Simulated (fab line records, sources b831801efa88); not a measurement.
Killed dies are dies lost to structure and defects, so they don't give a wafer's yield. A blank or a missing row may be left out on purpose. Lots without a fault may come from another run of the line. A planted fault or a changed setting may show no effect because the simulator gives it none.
One fault seen from 2 desks | flow gf180mcu | each desk has only its own numbers; what lay behind them comes last

THE TOOL OWNER'S DESK: cmp-01
The tool's own readings at GF_V2_CMP_04 (polishes SiO2): means of the sampled wafers that have a number, for each lot that ran on this tool. A lot is out of limits, marked OUT, if its mean lies more than 4 standard deviations from the usual mean; the brackets give that distance.
Columns: A = motor_current_A at GF_V2_CMP_04, usual 11.9 A; B = time_to_endpoint_s at GF_V2_CMP_04, usual 82 s
lot  | first seen here | A    | B
L590 | day 19 01:44    | 11.6 | 74
L593 | day 20 05:53    | 12.0 | 83
L594 | day 21 02:01    | 12.5 | 80
L596 | day 21 14:23    | 12.3 | 79
L597 | day 22 01:19    | 12.0 | 77
L598 | day 22 10:25    | 12.8 | 77
L611 | day 26 12:26    | 12.7 | 75
L613 | day 27 02:28    | 12.5 | 69
This desk's finding: nothing out of limits on any of the 8 lots.

THE METROLOGY DESK
What the gauges read, lot by lot, whatever tool the lot ran on: means of the sampled wafers that have a number. A lot is out of limits, marked OUT, if its mean lies more than 4 standard deviations from the usual mean; the brackets give that distance.
Columns: A = cd_nm at GF_TOP_METAL_CD_MEAS_14, usual 440.2 nm
lot  | first seen here | A
L590 | day 27 23:12    | 437.9
L592 | day 28 20:21    | 438.9
L593 | day 28 21:32    | 441.6
L594 | day 29 15:37    | 440.3
L596 | day 29 23:20    | 438.8
L597 | day 30 08:15    | 438.4
L598 | day 30 16:39    | 439.8
L602 | day 31 19:15    | 443.4
L606 | day 32 16:41    | 444.1
L607 | day 32 22:08    | 440.8
L611 | day 33 18:36    | 439.6
L610 | day 33 19:04    | 439.1
L612 | day 34 01:44    | 442.9
L613 | day 34 06:19    | 441.9
This desk's finding: nothing out of limits on any of the 14 lots.

PUT TOGETHER
The tool owner's desk saw nothing out of limits.
The metrology desk saw nothing out of limits.

WHAT THE SIMULATOR HAD PUT IN
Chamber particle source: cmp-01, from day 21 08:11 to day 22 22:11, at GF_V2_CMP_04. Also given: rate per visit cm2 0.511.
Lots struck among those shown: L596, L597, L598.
